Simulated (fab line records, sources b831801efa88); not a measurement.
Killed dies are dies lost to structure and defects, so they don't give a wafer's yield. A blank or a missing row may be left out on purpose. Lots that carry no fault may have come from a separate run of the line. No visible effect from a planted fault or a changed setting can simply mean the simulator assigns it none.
Which tool is to blame? | flow gf180mcu | 24 lots, 72 wafers sampled, at 6 steps of a route of 602

== WHAT EACH GAUGE READ, for each wafer ==
GF_MVSD_OVL_MEAS_07.
lot  | measured     | on         | MVSD_OVL (nm)
L074 | day 4 10:53  | overlay-02 | -0.6 -0.1 0.3
L075 | day 4 17:13  | overlay-01 | 0.3 1.6 -1.1
L076 | day 4 23:43  | overlay-02 | 0.9 1.1 -1.4
L077 | day 5 03:49  | overlay-02 | -0.8 -1.6 -2.3
L078 | day 5 09:40  | overlay-02 | -1.4 -1.2 1.2
L079 | day 5 15:46  | overlay-02 | -0.4 -2.6 -1.6
L080 | day 5 21:34  | overlay-01 | -0.2 -0.4 0.3
L081 | day 6 05:40  | overlay-02 | 0.2 -0.6 -1.4
L082 | day 6 11:46  | overlay-02 | 1.1 1.4 1.3
L083 | day 6 17:20  | overlay-01 | -0.4 0.4 2.5
L084 | day 6 20:37  | overlay-01 | 1.0 -0.8 0.7
L085 | day 7 00:50  | overlay-02 | 0.7 -0.9 -0.2
L086 | day 7 09:14  | overlay-02 | 0.3 1.2 -0.8
L087 | day 7 14:07  | overlay-01 | 2.5 2.4 1.3
L088 | day 7 19:17  | overlay-02 | -0.8 0.0 -1.5
L089 | day 8 04:40  | overlay-01 | 3.9 0.5 0.9
L090 | day 8 10:10  | overlay-01 | 0.6 1.0 -0.3
L091 | day 8 13:22  | overlay-01 | 1.1 -0.1 -0.2
L092 | day 8 18:50  | overlay-01 | -1.0 -0.3 2.7
L093 | day 9 00:37  | overlay-02 | -1.2 1.3 0.6
L094 | day 9 07:38  | overlay-01 | -1.0 -1.2 -1.8
L095 | day 9 13:07  | overlay-01 | 2.8 -0.4 2.3
L096 | day 9 19:29  | overlay-01 | -0.7 1.0 -0.8
L097 | day 10 00:07 | overlay-02 | -1.2 -1.1 -1.2

GF_MVPSD_TW_MEAS_11.
lot  | measured     | on            | MVPSD_TW
L074 | day 5 01:25  | film-metro-02 | 564 562 560
L075 | day 5 07:32  | film-metro-01 | 550 552 548
L076 | day 5 14:50  | film-metro-03 | 552 553 548
L077 | day 5 19:02  | film-metro-02 | 558 558 561
L078 | day 6 00:49  | film-metro-03 | 554 553 554
L079 | day 6 06:47  | film-metro-03 | 554 555 554
L080 | day 6 13:24  | film-metro-01 | 546 549 549
L081 | day 6 21:46  | film-metro-01 | 546 548 549
L082 | day 7 03:59  | film-metro-01 | 551 546 549
L083 | day 7 10:04  | film-metro-01 | 547 547 546
L084 | day 7 13:13  | film-metro-02 | 560 555 556
L085 | day 7 17:09  | film-metro-02 | 558 558 557
L086 | day 8 02:18  | film-metro-03 | 551 550 554
L087 | day 8 06:30  | film-metro-01 | 553 551 553
L088 | day 8 11:38  | film-metro-02 | 552 552 553
L089 | day 8 22:01  | film-metro-03 | 551 551 552
L090 | day 9 03:15  | film-metro-03 | 551 552 554
L091 | day 9 06:56  | film-metro-01 | 554 552 553
L092 | day 9 12:25  | film-metro-01 | 553 553 556
L093 | day 9 18:26  | film-metro-01 | 553 553 552
L094 | day 10 01:14 | film-metro-02 | 559 555 562
L095 | day 10 07:35 | film-metro-01 | 551 551 549
L096 | day 10 14:21 | film-metro-03 | 557 553 555
L097 | day 10 18:47 | film-metro-03 | 557 557 554

GF_VT_IMPLANT_OVL_MEAS_29.
lot  | measured     | on         | VT_IMPLANT_02_OVL (nm)
L074 | day 6 21:43  | overlay-01 | 1.2 0.6 0.4
L075 | day 7 04:11  | overlay-01 | -3.3 -3.6 -3.5
L076 | day 7 11:40  | overlay-02 | 1.0 -0.8 -0.5
L077 | day 7 17:01  | overlay-02 | -1.0 0.0 -0.5
L078 | day 7 23:35  | overlay-02 | -0.8 0.8 0.0
L079 | day 8 05:20  | overlay-01 | -1.7 -1.3 -1.9
L080 | day 8 12:01  | overlay-01 | -1.9 -2.4 -1.8
L081 | day 8 21:13  | overlay-01 | 2.1 -0.9 1.3
L082 | day 9 04:40  | overlay-02 | 1.7 0.5 -1.8
L083 | day 9 11:10  | overlay-01 | -1.0 -0.2 -0.2
L084 | day 9 14:34  | overlay-02 | -1.4 -0.1 -1.8
L085 | day 9 19:01  | overlay-01 | -2.6 -3.1 -1.9
L086 | day 10 05:31 | overlay-02 | -0.7 -1.5 0.0
L087 | day 10 08:16 | overlay-01 | 0.0 -1.0 -1.1
L088 | day 10 14:49 | overlay-01 | -1.5 -2.0 2.3
L089 | day 11 02:16 | overlay-01 | -2.4 -0.3 -2.2
L090 | day 11 09:37 | overlay-02 | -3.1 -2.6 -1.4
L091 | day 11 11:53 | overlay-02 | -1.5 -2.1 0.7
L092 | day 11 18:28 | overlay-01 | -0.6 0.1 -1.0
L093 | day 11 23:36 | overlay-02 | 0.5 -0.1 -1.0
L094 | day 12 08:16 | overlay-02 | 0.4 -1.2 0.4
L095 | day 12 15:04 | overlay-01 | -0.2 -0.8 0.8
L096 | day 12 22:26 | overlay-02 | -4.3 -2.0 -0.2
L097 | day 13 03:52 | overlay-02 | 0.0 1.8 0.3

GF_HV_LDD_OVL_MEAS_47.
lot  | measured     | on         | HV_LDD_03_OVL (nm)
L074 | day 12 13:38 | overlay-01 | 0.8 0.1 1.8
L075 | day 12 17:25 | overlay-02 | -1.0 -3.4 -2.2
L076 | day 13 04:28 | overlay-02 | 0.4 -1.3 1.2
L077 | day 13 08:34 | overlay-02 | -0.3 -1.6 0.8
L078 | day 13 16:26 | overlay-02 | -2.0 -1.1 0.3
L079 | day 14 01:04 | overlay-01 | -1.8 -1.0 -1.9
L080 | day 14 07:59 | overlay-01 | -0.6 0.0 0.1
L081 | day 14 19:48 | overlay-02 | -1.9 -2.9 -0.4
L082 | day 15 06:46 | overlay-01 | -1.5 -1.6 -2.5
L083 | day 15 12:56 | overlay-02 | 0.5 -1.0 -0.9
L084 | day 15 15:59 | overlay-01 | -0.5 0.0 -0.2
L085 | day 16 03:19 | overlay-02 | -1.2 -4.2 -3.2
L086 | day 16 12:38 | overlay-01 | -0.6 -0.1 1.7
L087 | day 16 14:17 | overlay-02 | -0.3 -0.8 -1.7
L088 | day 17 05:38 | overlay-01 | 0.6 -1.4 -1.0
L089 | day 17 12:53 | overlay-01 | -0.5 0.8 -0.3
L090 | day 18 01:38 | overlay-02 | -0.6 -0.3 -1.2
L091 | day 18 02:20 | overlay-02 | 0.8 1.4 0.8
L092 | day 18 09:56 | overlay-02 | 1.2 0.2 2.4
L093 | day 18 16:16 | overlay-01 | -1.2 -2.7 -3.2
L094 | day 19 04:04 | overlay-01 | -0.6 -0.4 -2.3
L095 | day 19 09:56 | overlay-02 | -1.4 0.5 -1.1
L096 | day 19 19:41 | overlay-01 | 0.9 1.2 -1.8
L097 | day 20 00:40 | overlay-02 | 0.0 -0.4 -1.1

GF_HV_LDD_THK_MEAS_57.
lot  | measured     | on            | HV_LDD_CVD_56_THK (nm)
L074 | day 12 18:23 | film-metro-03 | 89.7 90.1 91.5
L075 | day 12 21:35 | film-metro-03 | 88.6 89.0 88.1
L076 | day 13 07:34 | film-metro-01 | 89.7 89.8 90.1
L077 | day 13 11:40 | film-metro-02 | 90.0 90.1 90.0
L078 | day 13 19:32 | film-metro-03 | 90.3 88.9 89.5
L079 | day 14 04:10 | film-metro-03 | 89.3 88.8 89.4
L080 | day 14 11:05 | film-metro-03 | 90.3 89.8 90.5
L081 | day 15 00:28 | film-metro-03 | 88.3 89.0 88.0
L082 | day 15 10:23 | film-metro-02 | 89.0 90.1 89.8
L083 | day 15 16:02 | film-metro-01 | 91.2 90.6 91.5
L084 | day 15 20:18 | film-metro-01 | 90.0 90.0 88.7
L085 | day 16 06:25 | film-metro-02 | 88.8 89.7 89.5
L086 | day 16 15:43 | film-metro-03 | 89.1 89.6 89.3
L087 | day 16 18:14 | film-metro-01 | 90.5 89.6 90.0
L088 | day 17 08:45 | film-metro-02 | 89.2 88.9 89.4
L089 | day 17 15:59 | film-metro-01 | 88.7 89.1 89.2
L090 | day 18 05:07 | film-metro-03 | 91.7 91.5 91.1
L091 | day 18 06:33 | film-metro-03 | 90.3 90.1 90.9
L092 | day 18 13:05 | film-metro-01 | 90.4 90.4 90.5
L093 | day 18 19:22 | film-metro-01 | 90.7 90.3 90.2
L094 | day 19 07:10 | film-metro-03 | 88.8 89.0 88.4
L095 | day 19 13:01 | film-metro-01 | 89.6 88.8 89.5
L096 | day 19 22:47 | film-metro-01 | 90.2 90.3 89.6
L097 | day 20 03:46 | film-metro-02 | 89.4 88.5 89.4

== TOOL THAT RAN EACH LOT (tool first, then ch and the chambers of the sampled wafers, then the start) ==
lot  | GF_MVPSD_STRIP_10
L074 | plasma-asher-01 ch 0,1, day 5 01:20
L075 | plasma-asher-02 ch 0,1, day 5 07:26
L076 | plasma-asher-02 ch 0,1, day 5 14:44
L077 | plasma-asher-03 ch 0,1, day 5 18:56
L078 | plasma-asher-03 ch 0,1, day 6 00:42
L079 | plasma-asher-01 ch 0,1, day 6 06:41
L080 | plasma-asher-02 ch 0,1, day 6 13:17
L081 | plasma-asher-02 ch 0,1, day 6 21:39
L082 | plasma-asher-02 ch 0,1, day 7 03:53
L083 | plasma-asher-02 ch 1, day 7 09:57
L084 | plasma-asher-01 ch 0,1, day 7 13:08
L085 | plasma-asher-03 ch 0,1, day 7 17:03
L086 | plasma-asher-03 ch 0,1, day 8 02:12
L087 | plasma-asher-01 ch 0,1, day 8 06:24
L088 | plasma-asher-01 ch 0,1, day 8 11:32
L089 | plasma-asher-01 ch 0,1, day 8 21:56
L090 | plasma-asher-02 ch 1, day 9 03:08
L091 | plasma-asher-03 ch 0,1, day 9 06:51
L092 | plasma-asher-02 ch 0,1, day 9 12:20
L093 | plasma-asher-03 ch 0,1, day 9 18:20
L094 | plasma-asher-01 ch 0,1, day 10 01:08
L095 | plasma-asher-03 ch 0,1, day 10 07:29
L096 | plasma-asher-02 ch 0, day 10 14:14
L097 | plasma-asher-01 ch 0,1, day 10 18:41
- GF_MVPSD_STRIP_10: strips in O2/N2.

== AS READ BY THE TOOLS THEMSELVES (means over the sampled wafers that have a number; for cases with no such wafer, the mark the record gives instead) ==
GF_MVPSD_STRIP_10.
lot  | tool            | drypump-motor-current-A (A) | heater-power-w (W) | oes-product-au (a.u.) | strip-time-to-endpoint-s (s)
L074 | plasma-asher-01 | 5.3                         | 349                | 0.724                 | 37.01
L075 | plasma-asher-02 | 5.6                         | 362                | 0.720                 | 36.90
L076 | plasma-asher-02 | 5.6                         | 354                | 0.723                 | 36.85
L077 | plasma-asher-03 | 5.5                         | 378                | 0.721                 | 37.12
L078 | plasma-asher-03 | 5.6                         | 377                | 0.721                 | 36.94
L079 | plasma-asher-01 | 5.3                         | 345                | 0.720                 | 37.00
L080 | plasma-asher-02 | 5.6                         | 360                | 0.715                 | 36.93
L081 | plasma-asher-02 | 5.9                         | 361                | 0.724                 | 37.13
L082 | plasma-asher-02 | 5.9                         | 362                | 0.720                 | 37.04
L083 | plasma-asher-02 | 5.3                         | 358                | 0.725                 | 36.96
L084 | plasma-asher-01 | 5.3                         | 354                | 0.728                 | 37.08
L085 | plasma-asher-03 | 5.6                         | 333                | 0.723                 | 36.94
L086 | plasma-asher-03 | 5.5                         | 384                | 0.718                 | 37.10
L087 | plasma-asher-01 | 5.2                         | 352                | 0.721                 | 36.97
L088 | plasma-asher-01 | 5.3                         | 341                | 0.722                 | 36.79
L089 | plasma-asher-01 | 5.3                         | 346                | 0.724                 | 37.00
L090 | plasma-asher-02 | 5.3                         | 358                | 0.722                 | 36.93
L091 | plasma-asher-03 | 5.5                         | 332                | 0.726                 | 36.80
L092 | plasma-asher-02 | 5.9                         | 358                | 0.718                 | 36.82
L093 | plasma-asher-03 | 5.5                         | 330                | 0.727                 | 36.96
L094 | plasma-asher-01 | 5.3                         | 343                | 0.718                 | 36.98
L095 | plasma-asher-03 | 5.5                         | 378                | 0.722                 | 36.80
L096 | plasma-asher-02 | 6.2                         | 363                | 0.721                 | 36.98
L097 | plasma-asher-01 | 5.3                         | 353                | 0.719                 | 37.02

== THE ANSWER, worked out from the rows above alone ==
Rule: what is usual is taken from the lots themselves. The widest of any qualifying gaps counts: lots, ordered by their means at a reading, are off when they make up no more than a third of the lots, leave a main group of 4 or more, and stand apart from it by 3 or more times the standard deviation of that group's means. If all means in a main group match to the digits the tables above print for the reading, that group is not used. Also off: a lot with no number at a reading for which 4 or more lots have one. The other lots that the step has rows for count as sound. The gauges are gone through in route order, then the tools' own readings, and for those a lot's mean is taken as printed above. At the first step where some lot is off, the reading lying furthest off is the one used; lots without a number count as furthest.
No lot is off on any of the readings shown, so nothing can be concluded from this.

== WHAT HAD BEEN PUT IN BY THE SIMULATOR ==
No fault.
